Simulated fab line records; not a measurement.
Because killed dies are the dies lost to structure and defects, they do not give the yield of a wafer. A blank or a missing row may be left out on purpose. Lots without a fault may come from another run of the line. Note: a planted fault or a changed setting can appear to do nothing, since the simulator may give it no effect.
Lot-split experiment    flow gf180mcu    23 wafers read across 5 lots, on a route 602 steps long

== THE SPLIT ITSELF ==
At GF_V4_CVD_00 (deposits SiO2, target thk 600 nm, time 100 s), the setting sih4FlowSccm was moved away from the recipe's 60 sccm on 8 of the 23 wafers read, by -14.8% to +13.8%. For the rest of the wafers, this setting stayed at what the recipe calls for.

There is no step in the file separating the split from the reading.

== THE READING ==
V4_CVD_00_THK (nm), taken at GF_V4_THK_MEAS_01. Fault-free wafers of this fab line usually give 602 nm, standard deviation 7.3 nm.

wafer   tool, chamber at the split  sih4FlowSccm as run, sccm  against the recipe  V4_CVD_00_THK, nm  against lot-mates on the recipe
L074.1  hdpcvd-02, 2                63.64                      +6.1%               645                +42
L074.2  hdpcvd-02, 0                60                         recipe              604                -
L074.3  hdpcvd-02, 1                63.64                      +6.1%               633                +30
L074.4  hdpcvd-02, 2                60                         recipe              593                -
L074.6  hdpcvd-02, 0                60                         recipe              611                -
L075.1  hdpcvd-01, 1                60                         recipe              587                -
L075.2  hdpcvd-01, 0                63.69                      +6.1%               638                +43
L075.3  hdpcvd-01, 2                63.69                      +6.1%               627                +32
L075.5  hdpcvd-01, 0                60                         recipe              602                -
L075.6  hdpcvd-01, 2                60                         recipe              597                -
L077.1  hdpcvd-02, 0                68.28                      +13.8%              699                +97
L077.2  hdpcvd-02, 1                60                         recipe              598                -
L077.4  hdpcvd-02, 1                60                         recipe              598                -
L077.5  hdpcvd-02, 2                68.28                      +13.8%              690                +88
L077.6  hdpcvd-02, 0                60                         recipe              610                -
L080.1  hdpcvd-02, 2                60                         recipe              600                -
L080.3  hdpcvd-02, 1                60                         recipe              606                -
L080.5  hdpcvd-02, 0                60                         recipe              612                -
L081.1  hdpcvd-02, 0                51.1                       -14.8%              523                -75
L081.2  hdpcvd-02, 1                51.1                       -14.8%              520                -78
L081.3  hdpcvd-02, 2                60                         recipe              593                -
L081.4  hdpcvd-02, 2                60                         recipe              598                -
L081.6  hdpcvd-02, 0                60                         recipe              604                -

FIT RESULTS
A straight line over all 23 wafers: V4_CVD_00_THK changes by +5.93 nm for each +1% of sih4FlowSccm; r = +0.98; the points scatter about the line by 7.9 nm.
The same after taking each lot's own level away (the mean of its wafers on the recipe; 23 wafers): +5.86 nm for each +1%; r = +0.98; scatter 7.1 nm.
According to that fit, moving sih4FlowSccm by its largest amount changes the reading by 87 nm.
The lots' own levels span 595.3 to 606.0 nm, that is 1.5 times the standard deviation above.
Hence the lot-to-lot level has little effect on the slope; both slopes agree.
Check: for one of the wafers moved furthest among these (-14.8%), held out of the fit, the line's prediction against its lot-mates is -89.1 nm. Against them it came out at -75.3 nm.

== THE WHOLE CHAIN: every reading that the file lists as answering this split, in the file's order ==
step               what it does                                  reading                                                                   change (the file's fit)              r (the file's)
GF_V4_CVD_00       deposits SiO2, target thk 600 nm, time 100 s  SiO2_of_V4_CVD_00.thkNm (the simulator's own value, which no gauge read)  +5.9 nm for each +1% of the setting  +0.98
GF_V4_THK_MEAS_01                                                V4_CVD_00_THK                                                             +5.9 for each +1% of the setting     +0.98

== FILE'S OWN FIT ==
V4_CVD_00_THK changes by +5.9 nm for each +1% of sih4FlowSccm, r = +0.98.
